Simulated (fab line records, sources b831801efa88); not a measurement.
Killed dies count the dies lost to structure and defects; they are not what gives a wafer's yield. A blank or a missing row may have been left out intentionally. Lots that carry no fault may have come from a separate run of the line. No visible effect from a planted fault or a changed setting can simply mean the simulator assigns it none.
One fault seen from 2 desks | flow gf180mcu | each desk has only its own numbers; what lay behind them comes last

## THE METROLOGY DESK
Lot by lot, what the gauges showed, no matter which tool ran the lot: averages of those sampled wafers that carry a number. The brackets show how far a lot's mean lies from the usual mean; more than 4 standard deviations puts the lot out of limits, marked OUT.
Columns: A = cd nm at GF_M5_CD_MEAS_07, usual 280.0 nm; B = M5_OVL at GF_M5_OVL_MEAS_08, usual -1 nm
lot  | first seen here | A     | B
L296 | day 27 11:46    | 279.6 | 1
L301 | day 29 03:02    | 279.2 | 1
L305 | day 30 01:15    | 278.6 | -3
L306 | day 30 06:29    | 282.8 | -6
L307 | day 30 17:05    | 280.7 | 2
L315 | day 32 14:01    | 279.5 | -3
This desk's finding: nothing out of limits on any of the 6 lots.

## FOR THE TOOL OWNER'S DESK: rie diel-01
The tool's own readings at GF_M5_ETCH_09 (etches Si3N4 in CF4/O2, target depth 52 nm, time 11.6 s): means of the sampled wafers that have a number, for each lot that ran on this tool. The brackets show how far a lot's mean lies from the usual mean; more than 4 standard deviations puts the lot out of limits, marked OUT.
Columns: A = cf4 flow sccm at GF_M5_ETCH_09, usual 79.99 sccm; B = drypump motor current A at GF_M5_ETCH_09, usual 5.7 A; C = oes product au at GF_M5_ETCH_09, usual 0.992 a.u.; D = throttle valve pct at GF_M5_ETCH_09, usual 5.967 %
lot  | first seen here | A     | B   | C     | D
L301 | day 29 03:11    | 79.92 | 5.5 | 0.984 | 5.972
L305 | day 30 01:23    | 79.97 | 5.8 | 0.989 | 5.970
L306 | day 30 06:38    | 79.76 | 5.3 | 0.985 | 5.965
This desk's finding: nothing out of limits on any of the 3 lots.

## TAKEN TOGETHER
The metrology desk saw nothing out of limits.
Nothing out of limits was seen by the tool owner's desk.

## WHAT HAD BEEN PUT IN BY THE SIMULATOR
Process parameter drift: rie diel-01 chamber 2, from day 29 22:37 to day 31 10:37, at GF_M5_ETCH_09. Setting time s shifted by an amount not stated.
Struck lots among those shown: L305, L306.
